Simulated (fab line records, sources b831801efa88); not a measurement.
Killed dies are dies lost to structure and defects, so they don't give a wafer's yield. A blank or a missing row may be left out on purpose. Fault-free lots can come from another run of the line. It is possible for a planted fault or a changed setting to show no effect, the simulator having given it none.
Tool commonality check | flow sky130 | 12 lots and 36 wafers in the sample

REASON IT WAS OPENED
Of 12 lots, 3 have the reading NWELL_RS flagged at SKY_NWELL_RS_MEAS_29. No-fault wafers: 624.4 ohm/sq, standard deviation 1.8.
Rule: a lot is flagged when every wafer of it that has a number lies more than 4 standard deviations from that mean, or none has a number. As for the other lots, they are considered sound.

lot  | measured     | on            | NWELL_RS (ohm/sq), wafer by wafer | flag
L464 | day 5 07:31  | film-metro-03 | 627.8 627.3 626.5                 |
L469 | day 6 15:57  | film-metro-02 | 624.1 623.0 624.4                 |
L468 | day 6 17:31  | film-metro-04 | 624.1 623.7 624.0                 |
L470 | day 6 23:20  | film-metro-03 | 624.1 624.7 623.9                 |
L471 | day 7 07:04  | film-metro-03 | 622.6 623.6 622.6                 |
L473 | day 7 19:00  | film-metro-04 | 626.2 625.7 625.3                 |
L475 | day 8 02:07  | film-metro-04 | 624.7 623.8 624.8                 |
L476 | day 8 12:18  | film-metro-02 | 623.7 623.4 624.8                 |
L480 | day 10 00:11 | film-metro-04 | 627.2 626.9 626.9                 |
L484 | day 10 22:29 | film-metro-03 | 639.8 641.0 638.6                 | FLAGGED
L485 | day 11 03:11 | film-metro-03 | 637.3 639.9 638.4                 | FLAGGED
L486 | day 11 05:27 | film-metro-03 | 636.4 637.5 636.4                 | FLAGGED
Average over the flagged lots: 638.4 ohm/sq; offset from the usual +14.0 ohm/sq, equal to +8 standard deviations.

LOT BY LOT: THE TOOL USED
2 process steps preceding the reading are held in the record, out of 708 steps in the route. Read each cell as the tool, then ch plus the chambers that the sampled wafers visited, then the start.
lot  | flag    | SKY_NWELL_IMPLANT_11            | SKY_NWELL_STRIP_25
L464 |         | implanter-01 ch 0, day 4 12:52  | plasma-asher-04 ch 0,1, day 5 07:13
L469 |         | implanter-04 ch 0, day 5 21:43  | plasma-asher-03 ch 0,1, day 6 15:38
L468 |         | implanter-01 ch 0, day 5 22:49  | plasma-asher-03 ch 0,1, day 6 17:12
L470 |         | implanter-04 ch 0, day 6 03:40  | plasma-asher-04 ch 0,1, day 6 23:01
L471 |         | implanter-03 ch 0, day 6 12:11  | plasma-asher-03 ch 0,1, day 7 06:45
L473 |         | implanter-01 ch 0, day 6 22:43  | plasma-asher-03 ch 0,1, day 7 18:40
L475 |         | implanter-03 ch 0, day 7 05:25  | plasma-asher-03 ch 0,1, day 8 01:49
L476 |         | implanter-03 ch 0, day 7 14:29  | plasma-asher-01 ch 0,1, day 8 11:59
L480 |         | implanter-04 ch 0, day 9 02:05  | plasma-asher-04 ch 1, day 9 23:52
L484 | FLAGGED | implanter-01 ch 0, day 9 23:05  | plasma-asher-01 ch 0,1, day 10 22:10
L485 | FLAGGED | implanter-01 ch 0, day 10 04:07 | plasma-asher-03 ch 0,1, day 11 02:51
L486 | FLAGGED | implanter-01 ch 0, day 10 05:38 | plasma-asher-04 ch 0,1, day 11 05:08
What the steps here do:
- SKY_NWELL_IMPLANT_11
- SKY_NWELL_STRIP_25: strips in O2/N2.
- SKY_NWELL_RS_MEAS_29: measures by four-point-probe.

FLAGGED OVER TOTAL, TOOL BY TOOL (the gauges that took the reading come last)
step                 | tool            | lots run | flagged | share of the flagged lots | sound lots run after its first flagged lot
SKY_NWELL_IMPLANT_11 | implanter-01    | 6        | 3       | all                       | 0
SKY_NWELL_IMPLANT_11 | implanter-03    | 3        | 0       | none                      | -
SKY_NWELL_IMPLANT_11 | implanter-04    | 3        | 0       | none                      | -
SKY_NWELL_STRIP_25   | plasma-asher-01 | 2        | 1       | some                      | 0
SKY_NWELL_STRIP_25   | plasma-asher-03 | 6        | 1       | some                      | 0
SKY_NWELL_STRIP_25   | plasma-asher-04 | 4        | 1       | some                      | 0
SKY_NWELL_RS_MEAS_29 | film-metro-02   | 2        | 0       | none                      | -
SKY_NWELL_RS_MEAS_29 | film-metro-03   | 6        | 3       | all                       | 0
SKY_NWELL_RS_MEAS_29 | film-metro-04   | 4        | 0       | none                      | -

WHAT IS ALLOWED BY THE TABLE
In 2 table rows, all flagged lots were run: implanter-01 (SKY_NWELL_IMPLANT_11), film-metro-03 (SKY_NWELL_RS_MEAS_29).
- implanter-01 at SKY_NWELL_IMPLANT_11: 3 of its 6 lots flagged. Last sound lot L473 at day 6 22:43, first flagged lot L484 at day 9 23:05; a fault beginning in between fits. Its own readings (beam-energy-keV) fall more than 4 standard deviations out on all wafers of the flagged lots.
- film-metro-03 at SKY_NWELL_RS_MEAS_29: 3 of its 6 lots flagged. Last sound lot L471 at day 7 07:04, first flagged lot L484 at day 10 22:29; a fault beginning in between fits.
A lot count leaves these 2 tools indistinguishable: every one of them fits a fault beginning at some hour. More lots, or a look at what each step does to the wafer, might.

WHAT THE SIMULATOR PUT IN
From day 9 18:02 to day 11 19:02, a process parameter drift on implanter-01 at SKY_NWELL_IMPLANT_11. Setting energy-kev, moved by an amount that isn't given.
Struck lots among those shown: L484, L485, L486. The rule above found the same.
